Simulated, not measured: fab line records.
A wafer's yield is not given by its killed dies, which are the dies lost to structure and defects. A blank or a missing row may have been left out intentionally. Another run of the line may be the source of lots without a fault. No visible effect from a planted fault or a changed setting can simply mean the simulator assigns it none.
Which tool was responsible? ; flow gf180mcu ; Sampling: 6 lots, 18 wafers, 4 of 602 route steps

== WHAT THE GAUGES READ, wafer by wafer ==
GF_HV_LDD_OVL_MEAS_47.
lot;measured;on;HV_LDD_03_OVL (nm)
L528;day 14 15:23;overlay-02;-2.2 -3.4 -3.5
L530;day 15 04:05;overlay-02;-0.1 -0.7 -2.3
L532;day 15 21:56;overlay-01;-1.1 0.8 -1.8
L535;day 16 22:47;overlay-02;2.4 -0.1 1.8
L538;day 17 21:05;overlay-02;-3.8 -3.5 -3.8
L542;day 19 04:15;overlay-01;0.3 0.0 -1.3

== EACH LOT AND THE TOOL THAT RAN IT (in order: tool; ch and the chambers of the sampled wafers; start) ==
lot;GF_LVPWELL_STRIP_10;GF_POLY_GATE_ETCH_12;GF_HV_LDD_STRIP_37
L528;plasma asher-03 ch 1, day 4 15:54;rie diel-03 ch 0,3, day 10 21:12;plasma asher-04 ch 0,1, day 13 17:14
L530;plasma asher-01 ch 0,1, day 5 02:26;rie diel-04 ch 1,2, day 11 11:51;plasma asher-03 ch 0,1, day 14 06:32
L532;plasma asher-03 ch 0,1, day 5 14:16;rie diel-04 ch 1,2,3, day 12 03:05;plasma asher-04 ch 0,1, day 14 23:01
L535;plasma asher-03 ch 0,1, day 6 07:28;rie diel-04 ch 2,3, day 13 01:59;plasma asher-03 ch 0,1, day 15 22:52
L538;plasma asher-03 ch 0,1, day 6 23:48;rie diel-04 ch 0,1,3, day 13 20:59;plasma asher-04 ch 0,1, day 16 20:16
L542;plasma asher-03 ch 0,1, day 7 21:11;rie diel-03 ch 0,2,3, day 14 23:17;plasma asher-02 ch 0,1, day 18 04:04
- GF_LVPWELL_STRIP_10: strips in O2/N2.
- GF_POLY_GATE_ETCH_12: etches BARC in N2/H2.
- GF_HV_LDD_STRIP_37: strips in O2/N2.

== THE ANSWER, worked out from the rows above alone ==
Rule: what is usual is taken from the lots themselves. Put in order of their means at a reading, lots are off if they are a third of the lots or fewer, leave a main group of 4 or more, and stand apart from it by a gap of 3 or more times the standard deviation of the main group's means; of several such gaps the widest counts. Not used: any main group whose means are identical at the precision the tables above print for the reading. A lot without any number at a reading at which 4 lots or more have one is off too. The other lots that the step has rows for count as sound.
None of the lots is off at any reading shown; this tells nothing.

== WHAT WAS PUT IN BY THE SIMULATOR ==
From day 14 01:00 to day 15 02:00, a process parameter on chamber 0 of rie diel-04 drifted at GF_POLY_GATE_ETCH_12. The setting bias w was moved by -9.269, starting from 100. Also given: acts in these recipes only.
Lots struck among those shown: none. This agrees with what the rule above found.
